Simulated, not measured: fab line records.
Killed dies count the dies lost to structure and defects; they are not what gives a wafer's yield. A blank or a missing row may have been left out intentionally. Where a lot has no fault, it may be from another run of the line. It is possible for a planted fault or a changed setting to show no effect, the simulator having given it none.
fab line records | flow gf180mcu
record lots=5 wafers=15 last-day=34
route steps=602 shown V2@402 M3@409 V3@429
lots with no fault: from the same line, run without faults
start-h: start of the lot's first displayed wafer, in hours after the record's first day | wait-h: time in hours since the lot's previous step | " repeats the value in the row above | L1.1+2: a single row standing in for several wafers | - no value, or no start was given | * or withheld: withheld | < > ~ a bound
route shown NAME@n: names a module that has steps shown in the file, with the first one's number in the route | usual: mean and standard deviation over wafers with no fault | same: alike in all rows | chamber/n: place in a boat | sites: per-site readings | _std_site: the values' standard deviation | _edge_site: the outer-site mean with the inner-site mean subtracted | radius-mm: for every site, how far away it sits from the centre of the wafer | mask NAME#n: copy n | behind: the last tool/chamber to shape the wafer | hold: cause of the lot's hold/its duration in hours/its outcome | device: names the non-switching transistor (n, p or np) | end of line: tests of these same wafers at the route's end | for a step that has no rows: nothing shown but its recipe | killed: dies that structure and defects cost at the first sort, which is not the same as the wafer's yield | map: per-die view of a wafer (x killed, . not killed, _ where there is no die)
set.NAME: the run value of the setting; set.NAME@STEP: its run value at that earlier step | model.NAME: the simulator's own value behind a step, which no gauge read
certain route steps with their lots: each step a table, each wafer a row
services: a tool's chamber out of use, with start hour (start-h, from the record's first day; less than 0 if before it), hours out, and reason
## steps
# step GF_V2_CLEAN_20
# recipe chemistry=DIW dry=n2-spin
# columns lot.wafer tool chamber start-h wait-h
L077.1+4+6 wet-bench-01 1 500.19 0.0
L079.3+4+5 wet-bench-04 2 512.28 0.0
L087.1+2+4 wet-bench-02 1 575.74 0.0
L089.2+4+5 wet-bench-04 2 597.66 0.0
L095.1+3+6 wet-bench-04 3 637.11 0.0
# step GF_V2_SPUTTER_21
# recipe material=Ti target-thk-nm=15 chamber-pressure-pa=5 power-w=2500 substrate-temp-c=200 time-s=80.02
# usual throttle-valve-pct=30.1/1.1
# columns lot.wafer tool chamber start-h wait-h throttle-valve-pct
L077.1 pvd-sputter-04 - 500.29 0.0 30.6
L077.4 " - " " 29.2
L077.6 " - " " 30.4
L079.3 pvd-sputter-04 - 512.38 0.0 29.1
L079.4 " - " " 30.1
L079.5 " - " " 30.7
L087.1 pvd-sputter-04 - 575.84 0.0 30.5
L087.2 " - " " 29.1
L087.4 " - " " 30.9
L089.2 pvd-sputter-04 - 597.76 0.0 27.8
L089.4 " - " " 29.4
L089.5 " - " " 30.4
L095.1 pvd-sputter-04 - 637.21 0.0 30.2
L095.3 " - " " 27.9
L095.6 " - " " 30.6
# step GF_V2_SPUTTER_22
# recipe material=TiN target-thk-nm=10 chamber-pressure-pa=5 power-w=4000 time-s=40
# usual throttle-valve-pct=30.1/1.1
# columns lot.wafer tool chamber start-h wait-h throttle-valve-pct
L077.1 pvd-sputter-04 - 500.35 0.0 30.2
L077.4 " - " " 29.4
L077.6 " - " " 30.7
L079.3 pvd-sputter-04 - 512.44 0.0 29.2
L079.4 " - " " 30.4
L079.5 " - " " 30.9
L087.1 pvd-sputter-04 - 575.90 0.0 30.4
L087.2 " - " " 29.3
L087.4 " - " " 31.0
L089.2 pvd-sputter-04 - 597.82 0.0 28.1
L089.4 " - " " 29.2
L089.5 " - " " 30.7
L095.1 pvd-sputter-04 - 637.27 0.0 30.5
L095.3 " - " " 27.8
L095.6 " - " " 30.5
# step GF_V2_CVD_23
# recipe material=W target-thk-nm=350 time-s=104.94 temp-c=400 pressure-torr=40
# usual heater-power-w=790/73
# columns lot.wafer tool chamber start-h wait-h heater-power-w
L077.1 cvd-w-02 1 500.39 0.0 893
L077.4 " 1 " " 889
L077.6 " 1 " " 852
L079.3 cvd-w-02 1 512.52 0.1 859
L079.4 " 0 " " 668
L079.5 " 1 " " 877
L087.1 cvd-w-01 0 575.94 0.0 804
L087.2 " 1 " " 783
L087.4 " 0 " " 796
L089.2 cvd-w-01 1 597.86 0.0 800
L089.4 " 0 " " 808
L089.5 " 0 " " 813
L095.1 cvd-w-01 0 637.48 0.2 797
L095.3 " 1 " " 784
L095.6 " 0 " " 804
# step GF_V2_RS_MEAS_24
# recipe thk-meas-gauge=four-point-probe reads=W_of_V2_CVD_23+TiN_of_V2_SPUTTER_22+Ti_of_V2_SPUTTER_21
# usual V2_W_RS=0.327/0.0056
# columns lot.wafer tool chamber start-h wait-h V2_W_RS[ohm/sq]
L077.1 film-metro-02 - 500.61 0.2 0.324
L077.4 " - " " 0.320
L077.6 " - " " 0.327
L079.3 film-metro-04 - 512.63 0.1 0.319
L079.4 " - " " 0.327
L079.5 " - " " 0.323
L087.1 film-metro-02 - 576.05 0.1 0.325
L087.2 " - " " 0.335
L087.4 " - " " 0.325
L089.2 film-metro-04 - 597.99 0.1 0.335
L089.4 " - " " 0.324
L089.5 " - " " 0.325
L095.1 film-metro-04 - 637.59 0.1 0.322
L095.3 " - " " 0.329
L095.6 " - " " 0.320
# step GF_V2_THK_MEAS_25
# recipe thk-meas-gauge=xrf reads=W_of_V2_CVD_23
# usual V2_W_THK=365/6.8
# columns lot.wafer tool chamber start-h wait-h V2_W_THK[nm]
L077.1 film-metro-02 - 500.73 0.1 369
L077.4 " - " " 373
L077.6 " - " " 366
L079.3 film-metro-04 - 512.73 0.1 370
L079.4 " - " " 363
L079.5 " - " " 367
L087.1 film-metro-02 - 576.17 0.1 366
L087.2 " - " " 353
L087.4 " - " " 365
L089.2 film-metro-04 - 598.10 0.1 353
L089.4 " - " " 369
L089.5 " - " " 365
L095.1 film-metro-04 - 637.71 0.1 372
L095.3 " - " " 364
L095.6 " - " " 372
# step GF_V2_CMP_26
# recipe stop-on=SiO2 down-force-psi=3.5 platen-rpm=60 t-overpolish-s=15 target-thk-nm=0 pad-velocity-m-s=0.94248
# usual motor-current-A=11.8/1.2 overpolish-run-s=15.000/0.0089 time-to-endpoint-s=87/3.8
# columns lot.wafer tool chamber start-h wait-h motor-current-A overpolish-run-s time-to-endpoint-s
L077.4 cmp-02 2 500.79 0.0 14.0 15.004 89
L077.1 " 3 " " 11.3 14.998 90
L077.6 " 2 " " 13.9 15.011 88
L079.3 cmp-02 3 512.82 0.1 11.2 15.010 91
L079.4 " 0 " " 11.1 14.994 83
L079.5 " 3 " " 10.9 14.992 90
L087.1 cmp-02 3 576.23 0.1 11.7 15.008 91
L087.4 " 1 " " 11.4 15.001 94
L087.2 " 2 " " 14.4 14.991 87
L089.2 cmp-02 0 598.15 0.0 10.9 15.000 84
L089.4 " 3 " " 11.5 15.021 89
L089.5 " 1 " " 11.1 15.001 90
L095.1 cmp-02 1 637.90 0.2 11.7 14.997 86
L095.3 " 2 " " 14.3 14.997 84
L095.6 " 1 " " 11.2 15.006 89
# step GF_M3_SPUTTER_00
# recipe material=Ti target-thk-nm=37.5 arriving-ion-energy-ev=80 substrate-temp-c=200 chamber-pressure-pa=2 power-w=4000 time-s=150
# usual throttle-valve-pct=29.7/0.69
# columns lot.wafer tool chamber start-h wait-h throttle-valve-pct
L077.1 pvd-sputter-01 - 501.09 0.2 29.0
L077.4 " - " " 30.1
L077.6 " - " " 29.1
L079.3 pvd-sputter-02 - 513.07 0.2 28.7
L079.4 " - " " 30.3
L079.5 " - " " 30.3
L087.1 pvd-sputter-02 - 576.53 0.2 30.0
L087.2 " - " " 29.9
L087.4 " - " " 29.0
L089.2 pvd-sputter-01 - 598.45 0.2 29.6
L089.4 " - " " 30.3
L089.5 " - " " 30.0
L095.1 pvd-sputter-02 - 638.20 0.2 30.3
L095.3 " - " " 28.7
L095.6 " - " " 28.9
# step GF_M3_SPUTTER_01
# recipe material=TiN target-thk-nm=30 power-w=6500 time-s=25 chamber-pressure-pa=0.4
# usual throttle-valve-pct=29.6/0.68
# columns lot.wafer tool chamber start-h wait-h throttle-valve-pct
L077.1 pvd-sputter-01 - 501.19 0.1 29.2
L077.4 " - " " 30.3
L077.6 " - " " 29.2
L079.3 pvd-sputter-02 - 513.17 0.1 28.9
L079.4 " - " " 30.2
L079.5 " - " " 30.1
L087.1 pvd-sputter-02 - 576.63 0.1 30.1
L087.2 " - " " 30.1
L087.4 " - " " 28.7
L089.2 pvd-sputter-01 - 598.55 0.1 29.8
L089.4 " - " " 30.0
L089.5 " - " " 29.5
L095.1 pvd-sputter-02 - 638.30 0.1 30.3
L095.3 " - " " 28.8
L095.6 " - " " 28.8
# step GF_M3_SPUTTER_02
# recipe material=AlCu target-thk-nm=450 power-w=10600 time-s=23.9 chamber-pressure-pa=0.4
# usual throttle-valve-pct=29.7/0.7
# columns lot.wafer tool chamber start-h wait-h throttle-valve-pct
L077.1 pvd-sputter-01 - 501.22 0.0 29.3
L077.4 " - " " 29.8
L077.6 " - " " 29.4
L079.3 pvd-sputter-02 - 513.20 0.0 28.6
L079.4 " - " " 30.2
L079.5 " - " " 30.0
L087.1 pvd-sputter-02 - 576.66 0.0 30.1
L087.2 " - " " 29.8
L087.4 " - " " 28.7
L089.2 pvd-sputter-01 - 598.58 0.0 29.7
L089.4 " - " " 30.0
L089.5 " - " " 29.5
L095.1 pvd-sputter-02 - 638.33 0.0 30.1
L095.3 " - " " 29.0
L095.6 " - " " 28.8
# step GF_M3_SPUTTER_03
# recipe material=Ti target-thk-nm=10 substrate-temp-c=300 chamber-pressure-pa=0.3 power-w=3000 time-s=6.7
# usual throttle-valve-pct=29.7/0.67
# columns lot.wafer tool chamber start-h wait-h throttle-valve-pct
L077.1 pvd-sputter-01 - 501.25 0.0 29.3
L077.4 " - " " 30.1
L077.6 " - " " 29.0
L079.3 pvd-sputter-02 - 513.23 0.0 28.6
L079.4 " - " " 30.1
L079.5 " - " " 29.9
L087.1 pvd-sputter-02 - 576.69 0.0 30.1
L087.2 " - " " 29.7
L087.4 " - " " 28.6
L089.2 pvd-sputter-01 - 598.61 0.0 29.6
L089.4 " - " " 30.0
L089.5 " - " " 29.5
L095.1 pvd-sputter-02 - 638.36 0.0 30.3
L095.3 " - " " 28.8
L095.6 " - " " 28.6
# step GF_M3_SPUTTER_04
# recipe material=TiN target-thk-nm=50 power-w=6500 time-s=41.7 chamber-pressure-pa=0.4
# usual throttle-valve-pct=29.7/0.71
# columns lot.wafer tool chamber start-h wait-h throttle-valve-pct
L077.1 pvd-sputter-01 - 501.27 0.0 29.1
L077.4 " - " " 30.2
L077.6 " - " " 29.3
L079.3 pvd-sputter-02 - 513.25 0.0 29.0
L079.4 " - " " 30.2
L079.5 " - " " 30.3
L087.1 pvd-sputter-02 - 576.71 0.0 30.1
L087.2 " - " " 29.8
L087.4 " - " " 28.6
L089.2 pvd-sputter-01 - 598.63 0.0 29.7
L089.4 " - " " 30.3
L089.5 " - " " 29.6
L095.1 pvd-sputter-02 - 638.38 0.0 30.4
L095.3 " - " " 28.9
L095.6 " - " " 28.4
# step GF_M3_RS_MEAS_05
# recipe thk-meas-gauge=four-point-probe reads=TiN_of_M3_SPUTTER_04+Ti_of_M3_SPUTTER_03+AlCu_of_M3_SPUTTER_02+TiN_of_M3_SPUTTER_01+Ti_of_M3_SPUTTER_00
# usual M3_ALCU_RS=0.0690/0.00076
# columns lot.wafer tool chamber start-h wait-h M3_ALCU_RS[ohm/sq]
L077.1 film-metro-03 - 501.31 0.0 0.0684
L077.4 " - " " 0.0680
L077.6 " - " " 0.0682
L079.3 film-metro-02 - 513.33 0.1 0.0689
L079.4 " - " " 0.0683
L079.5 " - " " 0.0690
L087.1 film-metro-02 - 576.75 0.0 0.0677
L087.2 " - " " 0.0697
L087.4 " - " " 0.0685
L089.2 film-metro-01 - 598.69 0.0 0.0683
L089.4 " - " " 0.0684
L089.5 " - " " 0.0690
L095.1 film-metro-02 - 638.42 0.0 0.0678
L095.3 " - " " 0.0689
L095.6 " - " " 0.0687
# step GF_M3_THK_MEAS_06
# recipe thk-meas-gauge=xrf reads=AlCu_of_M3_SPUTTER_02
# usual M3_ALCU_THK=443/6
# columns lot.wafer tool chamber start-h wait-h M3_ALCU_THK[nm]
L077.1 film-metro-03 - 501.43 0.1 451
L077.4 " - " " 452
L077.6 " - " " 450
L079.3 film-metro-02 - 513.43 0.1 442
L079.4 " - " " 447
L079.5 " - " " 439
L087.1 film-metro-02 - 576.87 0.1 449
L087.2 " - " " 434
L087.4 " - " " 439
L089.2 film-metro-01 - 598.80 0.1 448
L089.4 " - " " 447
L089.5 " - " " 444
L095.1 film-metro-02 - 638.54 0.1 448
L095.3 " - " " 441
L095.6 " - " " 444
# step GF_M3_DEHYDRATE_07
# recipe temp-c=200 time-s=60
# columns lot.wafer tool chamber start-h wait-h
L077.1+4+6 litho-track-02 0 513.04 11.6
L079.3+4+5 litho-track-01 0 524.22 10.8
L087.1+2+4 litho-track-02 0 587.23 10.4
L089.2+4+5 litho-track-02 0 609.26 10.5
L095.1+3+6 litho-track-01 0 648.12 9.6
# step GF_M3_HMDS_08
# recipe prime-time-s=60 prime-temp-c=120
# columns lot.wafer tool chamber start-h wait-h
L077.1+4+6 litho-track-02 0 513.19 0.1
L079.3+4+5 litho-track-01 0 524.37 0.1
L087.1+2+4 litho-track-02 0 587.38 0.1
L089.2+4+5 litho-track-02 0 609.41 0.1
L095.1+3+6 litho-track-01 0 648.27 0.1
# step GF_M3_COAT_09
# recipe resist=KrF spin-rpm=withheld resist-thk-nm=1000
# columns lot.wafer tool chamber start-h wait-h
L077.1+4+6 litho-track-02 0 513.34 0.1
L079.3+4+5 litho-track-01 0 524.52 0.1
L087.1+2+4 litho-track-02 0 587.53 0.1
L089.2+4+5 litho-track-02 0 609.56 0.1
L095.1+3+6 litho-track-01 0 648.42 0.1
# step GF_M3_SOFTBAKE_10
# recipe temp-c=130 time-s=62.14 resist=KrF
# usual plate-sensor-t-centre-C=131.01/0.011 plate-sensor-t-edge-C=131.21/0.01
# columns lot.wafer tool chamber start-h wait-h plate-sensor-t-centre-C plate-sensor-t-edge-C
L077.1 litho-track-02 0 513.49 0.1 131.01 131.2
L077.4 " 0 " " 131 131.21
L077.6 " 0 " " 131.02 131.21
L079.3 litho-track-01 0 524.67 0.1 131 131.19
L079.4 " 0 " " 131.01 131.21
L079.5 " 0 " " 131.02 131.21
L087.1 litho-track-02 0 587.68 0.1 131.01 131.18
L087.2 " 0 " " 131.01 131.21
L087.4 " 0 " " 131.03 131.21
L089.2 litho-track-02 0 609.71 0.1 131.02 131.22
L089.4 " 0 " " 131.04 131.21
L089.5 " 0 " " 131.02 131.21
L095.1 litho-track-01 0 648.57 0.1 131.03 131.2
L095.3 " 0 " " 131.02 131.2
L095.6 " 0 " " 131.02 131.2
# step GF_M3_EXPOSE_11
# recipe mask-id=Metal3 target-cd-nm=280 na=0.68 source-shape=conventional sigma-outer=0.6 dose-mj=28
# columns lot.wafer tool chamber start-h wait-h mask
L077.1+4+6 krf-scanner-02 0 - - Metal3#0
L079.3+4+5 krf-scanner-02 0 - - Metal3#0
L087.1+2+4 krf-scanner-01 0 - - Metal3#0
L089.2+4+5 krf-scanner-02 0 - - Metal3#0
L095.1+3+6 krf-scanner-01 0 - - Metal3#0
# step GF_M3_PEB_12
# recipe peb-temp-c=135 peb-time-s=90 resist=KrF
# columns lot.wafer tool chamber start-h wait-h
L077.1+4+6 litho-track-02 0 - -
L079.3+4+5 litho-track-02 0 - -
L087.1+2+4 litho-track-04 0 - -
L089.2+4+5 litho-track-04 0 - -
L095.1+3+6 litho-track-04 0 - -
# step GF_M3_DEVELOP_13
# recipe develop-time-s=60 dev-temp-c=21
# columns lot.wafer tool chamber start-h wait-h
L077.1+4+6 litho-track-02 0 524.93 0.2
L079.3+4+5 litho-track-02 0 536.13 0.1
L087.1+2+4 litho-track-04 0 597.95 0.2
L089.2+4+5 litho-track-04 0 619.38 0.2
L095.1+3+6 litho-track-04 0 658.40 0.2
# step GF_M3_CD_MEAS_14
# recipe target-cd-nm=280
# usual cd-nm=279.9/1.2
# columns lot.wafer tool chamber start-h wait-h cd-nm
L077.1 cd-sem-01 - 525.08 0.1 278.0
L077.4 " - " " 278.2
L077.6 " - " " 278.1
L079.3 cd-sem-01 - 536.27 0.1 279.9
L079.4 " - " " 279.4
L079.5 " - " " 280.9
L087.1 cd-sem-02 - 598.10 0.1 281.6
L087.2 " - " " 281.7
L087.4 " - " " 282.1
L089.2 cd-sem-02 - 619.52 0.1 280.5
L089.4 " - " " 280.0
L089.5 " - " " 281.8
L095.1 cd-sem-01 - 658.59 0.2 279.8
L095.3 " - " " 279.5
L095.6 " - " " 279.2
# step GF_M3_OVL_MEAS_15
# usual M3_OVL=5/5.1
# columns lot.wafer tool chamber start-h wait-h M3_OVL[nm]
L077.1 overlay-01 - 525.20 0.1 -4
L077.4 " - " " -4
L077.6 " - " " -3
L079.3 overlay-01 - 536.37 0.1 -8
L079.4 " - " " -9
L079.5 " - " " -6
L087.1 overlay-02 - 598.22 0.1 2
L087.2 " - " " 2
L087.4 " - " " 3
L089.2 overlay-01 - 619.63 0.1 5
L089.4 " - " " 0
L089.5 " - " " 4
L095.1 overlay-01 - 658.71 0.1 2
L095.3 " - " " 3
L095.6 " - " " 4
# step GF_M3_METAL_ETCH_16
# recipe chemistry=Cl2/BCl3 mask-material=KrF target-depth-nm=750.8 stop-on=SiO2 pressure-mtorr=8 icp-w=800 bias-w=140 Cl2_flow_sccm=80 bcl3-flow-sccm=40 time-s=125.1
# usual bias-w=140.0/0.46 drypump-motor-current-A=5.4/0.45 oes-product-au=0.989/0.0083 throttle-valve-pct=28.231/0.011
# columns lot.wafer tool chamber start-h wait-h bias-w drypump-motor-current-A oes-product-au rf-hours-counter-h throttle-valve-pct
L077.1 rie-metal-04 0 525.24 0.0 140.6 4.7 0.988 10 28.228
L077.4 " 1 " " 140.0 5.3 0.980 - 28.245
L077.6 " 1 " " 139.5 5.3 0.986 - 28.233
L079.3 rie-metal-03 1 536.43 0.1 139.5 6.3 0.987 - 28.232
L079.4 " 0 " " 140.8 5.5 0.995 - 28.204
L079.5 " 1 " " 140.0 6.2 0.989 - 28.227
L087.1 rie-metal-02 1 598.26 0.0 139.7 5.1 0.992 2 28.230
L087.2 " 0 " " 139.2 5.3 0.988 13 28.229
L087.4 " 0 " " 139.7 5.3 0.991 - 28.228
L089.2 rie-metal-02 1 619.66 0.0 140.1 5.1 0.977 3 28.251
L089.4 " 1 " " 139.1 5.1 0.977 - 28.244
L089.5 " 1 " " 140.2 5.1 0.980 - 28.246
L095.1 rie-metal-04 1 658.74 0.0 140.0 5.3 0.985 3 28.221
L095.3 " 1 " " 140.2 5.2 1.003 - 28.239
L095.6 " 1 " " 140.1 5.2 0.999 - 28.236
# step GF_M3_STRIP_17
# recipe chemistry=O2/N2 power-w=1400 pressure-mtorr=1500 platen-temp-c=250 o2-flow-sccm=3000 n2-flow-sccm=300 overash-fraction=0.5
# usual drypump-motor-current-A=5.8/0.37 heater-power-w=321/17 o2-flow-sccm=3000/8.6 oes-product-au=0.537/0.0054 strip-time-to-endpoint-s=7.37/0.08
# columns lot.wafer tool chamber start-h wait-h drypump-motor-current-A heater-power-w o2-flow-sccm oes-product-au rf-hours-counter-h strip-time-to-endpoint-s
L077.1 plasma-asher-02 1 525.37 0.1 5.9 290 3001 0.535 89 7.45
L077.4 " 0 " " 6.5 335 3007 0.537 - 7.50
L077.6 " 1 " " 5.9 292 2996 0.550 - 7.45
L079.3 plasma-asher-02 0 536.55 0.1 6.5 323 3004 0.535 - 7.43
L079.4 " 1 " " 5.9 293 2999 0.529 - 7.17
L079.5 " 0 " " 6.5 322 3000 0.533 - 7.43
L087.1 plasma-asher-02 1 598.39 0.1 5.9 290 2988 0.536 98 7.39
L087.2 " 0 " " 6.5 330 3001 0.539 98 7.43
L087.4 " 1 " " 5.9 295 3001 0.535 - 7.35
L089.2 plasma-asher-01 0 619.79 0.1 6.0 329 3010 0.542 54 7.47
L089.4 " 0 " " 6.0 324 3012 0.550 - 7.50
L089.5 " 0 " " 6.0 331 3003 0.549 - 7.49
L095.1 plasma-asher-04 0 659.00 0.2 6.0 322 2982 0.533 88 7.37
L095.3 " 0 " " 6.0 320 2994 0.539 - 7.32
L095.6 " 0 " " 6.0 317 3003 0.534 - 7.37
# step GF_M3_STRIP_18
# recipe chemistry=post-etch-residue-remover time-s=1200 temp-c=72.5
# columns lot.wafer tool chamber start-h wait-h
L077.1+4+6 wet-bench-03 0 525.47 0.1
L079.3+4+5 wet-bench-02 2 536.63 0.0
L087.1+2+4 wet-bench-02 2 598.49 0.1
L089.2+4+5 wet-bench-03 3 619.89 0.1
L095.1+3+6 wet-bench-01 0 659.10 0.1
# step GF_M3_CLEAN_19
# recipe chemistry=DIW dry=n2-spin
# columns lot.wafer tool chamber start-h wait-h
L077.1+4+6 wet-bench-01 2 525.84 0.0
L079.3+4+5 wet-bench-01 3 536.98 0.0
L087.1+2+4 wet-bench-03 3 598.83 0.0
L089.2+4+5 wet-bench-02 3 620.23 0.0
L095.1+3+6 wet-bench-02 0 659.47 0.0
# step GF_V3_CVD_00
# recipe material=SiO2 target-thk-nm=600 sigma-open-frac=0.3 temp-c=400 time-s=100 sih4-flow-sccm=60 pressure-mtorr=6
# columns lot.wafer tool chamber start-h wait-h
L077.1+4+6 hdpcvd-01 1,2,1 525.93 0.0
L079.3+4+5 hdpcvd-01 1,2,0 537.08 0.0
L087.1+2+4 hdpcvd-01 1,2,1 598.92 0.0
L089.2+4+5 hdpcvd-01 1 620.33 0.0
L095.1+3+6 hdpcvd-02 2,1,2 659.57 0.0
# step GF_V3_THK_MEAS_01
# recipe reads=SiO2_of_V3_CVD_00
# usual V3_CVD_00_THK=596/6.2
# columns lot.wafer tool chamber start-h wait-h V3_CVD_00_THK[nm]
L077.1 film-metro-01 - 526.01 0.0 600
L077.4 " - " " 596
L077.6 " - " " 601
L079.3 film-metro-01 - 537.17 0.1 598
L079.4 " - " " 595
L079.5 " - " " 607
L087.1 film-metro-04 - 598.99 0.0 601
L087.2 " - " " 601
L087.4 " - " " 601
L089.2 film-metro-02 - 620.45 0.1 602
L089.4 " - " " 591
L089.5 " - " " 601
L095.1 film-metro-01 - 659.65 0.0 582
L095.3 " - " " 589
L095.6 " - " " 588
# step GF_V3_CVD_02
# recipe material=SiO2 target-thk-nm=850 precursor=TEOS temp-c=400 time-s=94.851 rf-w=600
# usual heater-power-w=702/76
# columns lot.wafer tool chamber start-h wait-h heater-power-w
L077.1 pecvd-02 1 526.07 0.1 753
L077.4 " 0 " " 594
L077.6 " 2 " " 745
L079.3 pecvd-02 2 537.21 0.0 795
L079.4 " 0 " " 705
L079.5 " 2 " " 633
L087.1 pecvd-01 1 599.05 0.1 685
L087.2 " 0 " " 681
L087.4 " 1 " " 561
L089.2 pecvd-02 2 620.50 0.0 665
L089.4 " 0 " " 744
L089.5 " 1 " " 718
L095.1 pecvd-02 1 659.71 0.1 611
L095.3 " 2 " " 683
L095.6 " 1 " " 686
# step GF_V3_THK_MEAS_03
# recipe reads=SiO2_of_V3_CVD_02
# usual V3_CVD_02_THK=846/12
# columns lot.wafer tool chamber start-h wait-h V3_CVD_02_THK[nm]
L077.1 film-metro-02 - 526.16 0.1 825
L077.4 " - " " 839
L077.6 " - " " 832
L079.3 film-metro-04 - 537.30 0.1 830
L079.4 " - " " 849
L079.5 " - " " 841
L087.1 film-metro-02 - 599.12 0.0 855
L087.2 " - " " 855
L087.4 " - " " 864
L089.2 film-metro-04 - 620.58 0.0 834
L089.4 " - " " 858
L089.5 " - " " 861
L095.1 film-metro-04 - 659.78 0.0 832
L095.3 " - " " 842
L095.6 " - " " 843
# step GF_V3_CMP_04
# recipe material=SiO2 down-force-psi=4 platen-rpm=60 pad-velocity-m-s=0.94248
# usual motor-current-A=12.7/1.3 time-to-endpoint-s=80/5.9
# columns lot.wafer tool chamber start-h wait-h motor-current-A time-to-endpoint-s
L077.1 cmp-02 0 526.27 0.1 12.1 68
L077.4 " 1 " " 12.8 72
L077.6 " 3 " " 11.8 71
L079.4 cmp-02 3 537.39 0.1 12.2 81
L079.3 " 0 " " 12.4 77
L079.5 " 3 " " 12.1 80
L087.4 cmp-02 2 599.18 0.0 15.6 84
L087.1 " 3 " " 13.0 83
L087.2 " 0 " " 12.1 83
L089.2 cmp-01 2 620.68 0.1 10.9 71
L089.4 " 0 " " 12.2 80
L089.5 " 1 " " 12.8 82
L095.1 cmp-02 2 659.89 0.1 16.4 71
L095.3 " 3 " " 12.2 79
L095.6 " 2 " " 15.4 76
# step GF_V3_BOW_MEAS_05
# recipe mode=bow
# usual V3_BOW=116/8.8
# columns lot.wafer tool chamber start-h wait-h V3_BOW[um]
L077.1 film-metro-04 - 526.52 0.2 99
L077.4 " - " " 102
L077.6 " - " " 114
L079.3 film-metro-01 - 537.68 0.2 115
L079.4 " - " " 106
L079.5 " - " " 114
L087.1 film-metro-02 - 599.48 0.2 111
L087.2 " - " " 106
L087.4 " - " " 112
L089.2 film-metro-04 - 620.95 0.2 120
L089.4 " - " " 106
L089.5 " - " " 111
L095.1 film-metro-01 - 660.14 0.2 107
L095.3 " - " " 101
L095.6 " - " " 113
# step GF_V3_DEHYDRATE_06
# recipe temp-c=200 time-s=60
# columns lot.wafer tool chamber start-h wait-h
L077.1+4+6 litho-track-02 0 537.73 11.2
L079.3+4+5 litho-track-02 0 547.88 10.2
L087.1+2+4 litho-track-04 0 609.75 10.2
L089.2+4+5 litho-track-03 0 630.51 9.5
L095.1+3+6 litho-track-03 0 669.09 8.9
# step GF_V3_HMDS_07
# recipe prime-time-s=60 prime-temp-c=120
# columns lot.wafer tool chamber start-h wait-h
L077.1+4+6 litho-track-02 0 537.88 0.1
L079.3+4+5 litho-track-02 0 548.03 0.1
L087.1+2+4 litho-track-04 0 609.90 0.1
L089.2+4+5 litho-track-03 0 630.66 0.1
L095.1+3+6 litho-track-03 0 669.24 0.1
# step GF_V3_COAT_08
# recipe resist=BARC temp-c=withheld time-s=withheld spin-rpm=withheld resist-thk-nm=withheld
# columns lot.wafer tool chamber start-h wait-h
L077.1+4+6 litho-track-02 0 538.03 0.1
L079.3+4+5 litho-track-02 0 548.18 0.1
L087.1+2+4 litho-track-04 0 610.05 0.1
L089.2+4+5 litho-track-03 0 630.81 0.1
L095.1+3+6 litho-track-03 0 669.39 0.1
# step GF_V3_COAT_09
# recipe resist=KrF spin-rpm=withheld resist-thk-nm=1000
# columns lot.wafer tool chamber start-h wait-h
L077.1+4+6 litho-track-02 0 - -
L079.3+4+5 litho-track-02 0 - -
L087.1+2+4 litho-track-04 0 - -
L089.2+4+5 litho-track-03 0 - -
L095.1+3+6 litho-track-03 0 - -
# step GF_V3_SOFTBAKE_10
# recipe temp-c=130 time-s=60 resist=KrF
# columns lot.wafer tool chamber start-h wait-h
L077.1+4+6 litho-track-02 0 - -
L079.3+4+5 litho-track-02 0 - -
L087.1+2+4 litho-track-04 0 - -
L089.2+4+5 litho-track-03 0 - -
L095.1+3+6 litho-track-03 0 - -
# step GF_V3_EXPOSE_11
# recipe mask-id=Via3 target-cd-nm=260 na=0.68 source-shape=conventional sigma-outer=0.6 dose-mj=38
# columns lot.wafer tool chamber start-h wait-h mask
L077.1+4+6 krf-scanner-01 0 - - Via3#0
L079.3+4+5 krf-scanner-02 0 - - Via3#0
L087.1+2+4 krf-scanner-01 0 - - Via3#0
L089.2+4+5 krf-scanner-01 0 - - Via3#0
L095.1+3+6 krf-scanner-02 0 - - Via3#0
## services
# columns tool chamber start-h hours kind
hdpcvd-01 0 481.89 4.4 repair
krf-scanner-01 - 487.36 4.0 pm
cmp-02 - 490.84 6.0 pm
krf-scanner-02 - 503.23 0.8 repair
krf-scanner-02 - 532.31 2.5 repair
cmp-02 - 538.17 5.8 pm
hdpcvd-01 - 539.25 15.0 pm
cmp-02 - 554.03 1.0 repair
pvd-sputter-02 - 559.77 2.9 repair
krf-scanner-02 - 560.71 1.0 pm
pvd-sputter-02 - 560.86 6.2 repair
krf-scanner-02 - 562.27 20.5 repair
krf-scanner-01 - 582.78 1.0 pm
krf-scanner-02 - 595.80 4.0 pm
krf-scanner-01 - 599.82 1.3 pm
hdpcvd-01 0 605.25 21.1 repair
krf-scanner-02 - 610.77 0.8 pm
pvd-sputter-04 - 611.37 0.9 repair
krf-scanner-02 - 616.84 1.3 pm
cmp-02 - 619.04 9.2 pm
krf-scanner-02 - 619.77 21.7 repair
pecvd-02 - 633.81 1.8 repair
krf-scanner-01 - 641.51 0.8 pm
pecvd-02 - 648.99 2.8 pm
## key
fault none
